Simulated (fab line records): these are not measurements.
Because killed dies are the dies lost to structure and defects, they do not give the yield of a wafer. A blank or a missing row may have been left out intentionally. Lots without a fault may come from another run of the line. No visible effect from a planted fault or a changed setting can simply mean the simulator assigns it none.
fab line records	flow gf180mcu
record lots=7	wafers=21	last-day=32
route steps=602 shown PSD@257 CONTACT@304 M3@409
lots with no fault: from the same line, run without faults
start-h: start of the lot's first displayed wafer, in hours after the record's first day	wait-h: time in hours since the lot's previous step	" repeats the value in the row above	L1.1+2: a single row standing in for several wafers	- either no value or no given start	* or withheld: withheld	< > ~ a bound
route shown NAME@n: names a module that has steps shown in the file, with the first one's number in the route	usual: average and standard deviation across the fault-free wafers	same: alike in all rows	chamber/n: place in a boat	sites: readings site by site	_std_site: the standard deviation of these	_edge_site: mean of outer sites minus mean of inner sites	radius-mm: how far each site lies from the wafer's centre	mask NAME#n: copy n	behind: the tool/chamber that last shaped the wafer	hold: cause of the lot's hold/its duration in hours/its outcome	device: the n, p or np transistor that did not switch	end of line: at the end of the route, the tests of the same wafers	a step without rows: its recipe alone	killed: dies that structure and defects cost at the first sort, which is not the same as the wafer's yield	map: a wafer's dies, x killed, . not, _ none there
set.NAME: the setting that was run; set.NAME@STEP: the one run at that earlier step	model.NAME: the simulator's own value behind a step, which no gauge read
a sample of lots followed through the steps of the route, with each step as a table and each wafer as a row
services: when a tool's chamber went out of use (start-h, in hours from the record's first day, below 0 if earlier), for how many hours, and the reason
## steps
# step GF_PSD_IMPLANT_09
# recipe species=BF2	energy-kev=40	dose-cm2=1.5e+15	tilt-deg=7
# usual end-station-pressure-torr=1.17e-05/5.8e-07	implant-ion-amu=49/0
lot.wafer	tool	chamber	start-h	wait-h	end-station-pressure-torr	implant-ion-amu
L478.1	implanter-01	0	305.03	0.0	1.18e-05	49
L478.2	"	0	"	"	1.06e-05	49
L478.6	"	0	"	"	1.21e-05	49
L479.2	implanter-01	0	332.91	0.0	1.14e-05	49
L479.3	"	0	"	"	1.11e-05	49
L479.4	"	0	"	"	1.16e-05	49
L480.1	implanter-02	0	348.59	0.0	1.14e-05	49
L480.2	"	0	"	"	1.27e-05	49
L480.3	"	0	"	"	1.19e-05	49
L481.1	implanter-02	0	349.88	0.0	1.25e-05	49
L481.3	"	0	"	"	1.17e-05	49
L481.5	"	0	"	"	1.11e-05	49
L482.1	implanter-03	0	363.68	0.0	1.11e-05	49
L482.4	"	0	"	"	1.16e-05	49
L482.5	"	0	"	"	1.19e-05	49
L489.1	implanter-02	0	423.38	0.0	1.16e-05	11
L489.2	"	0	"	"	1.22e-05	11
L489.6	"	0	"	"	1.21e-05	11
L490.4	implanter-01	0	429.66	0.1	1.07e-05	11
L490.5	"	0	"	"	1.21e-05	11
L490.6	"	0	"	"	1.1e-05	11
# step GF_PSD_STRIP_10
# recipe chemistry=O2/N2	power-w=1400	pressure-mtorr=1500	platen-temp-c=250	o2-flow-sccm=3000	n2-flow-sccm=300	overash-fraction=0.5
# usual drypump-motor-current-A=5.9/0.35	heater-power-w=346/27	oes-product-au=0.592/0.0048	strip-time-to-endpoint-s=16.53/0.03
lot.wafer	tool	chamber	start-h	wait-h	drypump-motor-current-A	heater-power-w	oes-product-au	rf-hours-counter-h	strip-time-to-endpoint-s
L478.1	plasma-asher-01	1	305.18	0.1	6.2	316	0.593	63	16.55
L478.2	"	0	"	"	6.3	358	0.587	63	16.54
L478.6	"	0	"	"	6.3	356	0.597	-	16.54
L479.2	plasma-asher-02	0	333.03	0.1	5.6	381	0.601	22	16.48
L479.3	"	1	"	"	5.8	316	0.593	-	16.52
L479.4	"	0	"	"	5.6	371	0.599	-	16.52
L480.1	plasma-asher-04	0	348.74	0.1	5.3	339	0.591	72	16.51
L480.2	"	1	"	"	6.4	390	0.592	72	16.49
L480.3	"	0	"	"	5.3	332	0.595	-	16.48
L481.1	plasma-asher-02	1	350.03	0.1	5.7	322	0.594	24	16.51
L481.3	"	1	"	"	5.8	319	0.587	-	16.50
L481.5	"	0	"	"	5.6	374	0.593	-	16.52
L482.1	plasma-asher-02	0	363.83	0.1	5.6	378	0.592	25	16.51
L482.4	"	1	"	"	5.8	311	0.586	-	16.54
L482.5	"	1	"	"	5.8	317	0.595	-	16.48
L489.1	plasma-asher-02	1	423.53	0.1	5.8	320	0.634	31	14.78
L489.2	"	0	"	"	5.6	377	0.627	31	14.78
L489.6	"	1	"	"	5.8	322	0.634	-	14.78
L490.4	plasma-asher-01	0	429.77	0.1	6.3	349	0.634	-	14.83
L490.5	"	0	"	"	6.2	349	0.636	-	14.81
L490.6	"	1	"	"	6.2	321	0.637	-	14.87
# step GF_PSD_TW_MEAS_11
# usual PSD_TW=3200/39
lot.wafer	tool	chamber	start-h	wait-h	PSD_TW
L478.1	film-metro-02	-	305.28	0.1	3226
L478.2	"	-	"	"	3228
L478.6	"	-	"	"	3239
L479.2	film-metro-03	-	333.14	0.1	3218
L479.3	"	-	"	"	3225
L479.4	"	-	"	"	3214
L480.1	film-metro-03	-	348.84	0.1	3220
L480.2	"	-	"	"	3209
L480.3	"	-	"	"	3222
L481.1	film-metro-01	-	350.13	0.1	3159
L481.3	"	-	"	"	3134
L481.5	"	-	"	"	3142
L482.1	film-metro-03	-	364.01	0.1	3198
L482.4	"	-	"	"	3206
L482.5	"	-	"	"	3209
L489.1	film-metro-01	-	423.63	0.1	2121
L489.2	"	-	"	"	2128
L489.6	"	-	"	"	2128
L490.4	film-metro-02	-	429.86	0.1	2199
L490.5	"	-	"	"	2192
L490.6	"	-	"	"	2203
# step GF_PSD_RS_MEAS_15
# recipe thk-meas-gauge=four-point-probe
# usual PSD_RS=108.50/0.24
lot.wafer	tool	chamber	start-h	wait-h	PSD_RS[ohm/sq]
L478.1	film-metro-02	-	305.60	0.1	108.31
L478.2	"	-	"	"	108.50
L478.6	"	-	"	"	108.40
L479.2	film-metro-01	-	333.47	0.1	108.40
L479.3	"	-	"	"	108.46
L479.4	"	-	"	"	108.37
L480.1	film-metro-02	-	349.15	0.1	108.43
L480.2	"	-	"	"	108.43
L480.3	"	-	"	"	108.60
L481.1	film-metro-03	-	350.45	0.1	108.61
L481.3	"	-	"	"	108.46
L481.5	"	-	"	"	108.43
L482.1	film-metro-03	-	364.32	0.1	108.29
L482.4	"	-	"	"	108.58
L482.5	"	-	"	"	108.45
L489.1	film-metro-01	-	423.94	0.1	78.90
L489.2	"	-	"	"	79.06
L489.6	"	-	"	"	78.98
L490.4	film-metro-01	-	430.23	0.1	79.04
L490.5	"	-	"	"	78.77
L490.6	"	-	"	"	78.61
# step GF_CONTACT_ETCH_17
# recipe chemistry=C4F8/O2/Ar	mask-material=KrF	target=SiO2	stop-on=CoSi2	source-w=1500	bias-w=1200	pressure-mtorr=40	c4f8-flow-sccm=withheld	O2_flow_sccm=6	Ar_flow_sccm=300	time-s=withheld	target-depth-a=8600
# usual oes-product-au=0.814/0.0048
lot.wafer	tool	chamber	start-h	wait-h	oes-product-au
L478.1	rie-diel-03	0	-	-	0.809
L478.2	"	2	"	"	0.816
L478.6	"	3	"	"	0.816
L479.2	rie-diel-03	3	-	-	0.818
L479.3	"	0	"	"	0.821
L479.4	"	0	"	"	0.808
L480.1	rie-diel-03	1	-	-	0.818
L480.2	"	3	"	"	0.813
L480.3	"	0	"	"	0.823
L481.1	rie-diel-03	1	-	-	0.806
L481.3	"	2	"	"	0.812
L481.5	"	0	"	"	0.816
L482.1	rie-diel-02	3	-	-	0.812
L482.4	"	1	"	"	0.810
L482.5	"	3	"	"	0.817
L489.1	rie-diel-02	1	-	-	0.823
L489.2	"	0	"	"	0.814
L489.6	"	2	"	"	0.815
L490.4	rie-diel-03	0	-	-	0.808
L490.5	"	2	"	"	0.815
L490.6	"	3	"	"	0.811
# step GF_M3_SPUTTER_00
# recipe material=Ti	target-thk-nm=37.5	arriving-ion-energy-ev=80	substrate-temp-c=200	chamber-pressure-pa=2	power-w=4000	time-s=150
# usual throttle-valve-pct=29.8/0.95
lot.wafer	tool	chamber	start-h	wait-h	throttle-valve-pct
L478.1	pvd-sputter-01	-	451.18	0.1	30.7
L478.2	"	-	"	"	30.1
L478.6	"	-	"	"	29.0
L479.2	pvd-sputter-03	-	484.50	0.2	29.2
L479.3	"	-	"	"	28.7
L479.4	"	-	"	"	28.2
L480.1	pvd-sputter-03	-	499.99	0.1	28.2
L480.2	"	-	"	"	28.9
L480.3	"	-	"	"	30.9
L481.1	pvd-sputter-02	-	501.64	0.2	30.9
L481.3	"	-	"	"	32.0
L481.5	"	-	"	"	30.8
L482.1	pvd-sputter-01	-	517.36	0.1	30.2
L482.4	"	-	"	"	28.9
L482.5	"	-	"	"	29.2
L489.1	pvd-sputter-01	-	576.46	0.2	30.5
L489.2	"	-	"	"	30.2
L489.6	"	-	"	"	28.8
L490.4	pvd-sputter-01	-	580.96	0.2	28.7
L490.5	"	-	"	"	29.3
L490.6	"	-	"	"	30.8
# step GF_M3_RS_MEAS_05
# recipe thk-meas-gauge=four-point-probe	reads=TiN_of_M3_SPUTTER_04+Ti_of_M3_SPUTTER_03+AlCu_of_M3_SPUTTER_02+TiN_of_M3_SPUTTER_01+Ti_of_M3_SPUTTER_00
# usual M3_ALCU_RS=0.0697/0.00096
lot.wafer	tool	chamber	start-h	wait-h	M3_ALCU_RS[ohm/sq]
L478.1	film-metro-02	-	451.40	0.0	0.0689
L478.2	"	-	"	"	0.0692
L478.6	"	-	"	"	0.0693
L479.2	film-metro-03	-	484.74	0.0	0.0700
L479.3	"	-	"	"	0.0688
L479.4	"	-	"	"	0.0683
L480.1	film-metro-02	-	500.21	0.0	0.0689
L480.2	"	-	"	"	0.0690
L480.3	"	-	"	"	0.0707
L481.1	film-metro-03	-	501.86	0.0	0.0685
L481.3	"	-	"	"	0.0684
L481.5	"	-	"	"	0.0684
L482.1	film-metro-01	-	517.58	0.0	0.0702
L482.4	"	-	"	"	0.0717
L482.5	"	-	"	"	0.0699
L489.1	film-metro-02	-	576.70	0.0	0.0683
L489.2	"	-	"	"	0.0694
L489.6	"	-	"	"	0.0699
L490.4	film-metro-01	-	581.27	0.1	0.0710
L490.5	"	-	"	"	0.0705
L490.6	"	-	"	"	0.0694
## services
tool	chamber	start-h	hours	kind
plasma-asher-01	-	288.86	2.5	repair
plasma-asher-01	-	290.71	7.6	repair
implanter-02	-	292.56	4.2	pm
rie-diel-03	0	295.15	2.1	repair
implanter-02	-	304.65	0.8	repair
implanter-03	-	311.18	18.3	repair
pvd-sputter-02	-	321.70	2.6	repair
plasma-asher-01	-	355.91	0.4	repair
pvd-sputter-01	-	369.77	4.6	repair
plasma-asher-01	-	377.50	1.4	repair
implanter-03	-	379.19	3.2	repair
plasma-asher-02	-	392.26	2.4	repair
pvd-sputter-01	-	413.65	0.5	repair
rie-diel-02	1	413.90	7.6	repair
pvd-sputter-03	-	415.82	8.1	repair
plasma-asher-04	-	421.25	9.0	pm
implanter-01	-	458.54	3.6	repair
implanter-01	-	462.55	3.6	pm
rie-diel-02	3	471.72	9.0	repair
pvd-sputter-01	-	474.95	6.7	repair
implanter-02	-	486.40	6.1	repair
rie-diel-03	1	533.39	14.3	repair
rie-diel-02	2	539.89	3.0	repair
rie-diel-03	-	565.62	0.8	repair
## key
first-sign step=GF_PSD_IMPLANT_09	reading=implant-ion-amu	direction=down	sigmas=99+	usual=49	struck=11
effect step=GF_PSD_STRIP_10	reading=strip-time-to-endpoint-s	direction=down	sigmas=57	usual=*	struck=*
effect step=GF_PSD_TW_MEAS_11	reading=PSD_TW	direction=down	sigmas=27	usual=3200	struck=2162
effect step=GF_PSD_RS_MEAS_15	reading=PSD_RS	direction=down	sigmas=99+	usual=108.50	struck=78.90
met-at GF_PSD_IMPLANT_09
struck-lots L489,L490
tester-left-out L489,L490
not-acting-at GF_CONTACT_ETCH_17,GF_M3_SPUTTER_00,GF_M3_RS_MEAS_05
onset-between 349.88 423.38
fault kind=wrong-recipe-download	tool=implanter-01,implanter-02,implanter-03	chamber=-	onset-h=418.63	steps=GF_PSD_IMPLANT_09	wrong-recipe.not-listed=1
# tester-left-out: of these lots the tester's yield and bins aren't shown, on N5 and GAA mostly nor the transistor test; their killed dies are dies lost to structure and defects alone, not to doping, threshold or leakage, so they don't give the yield
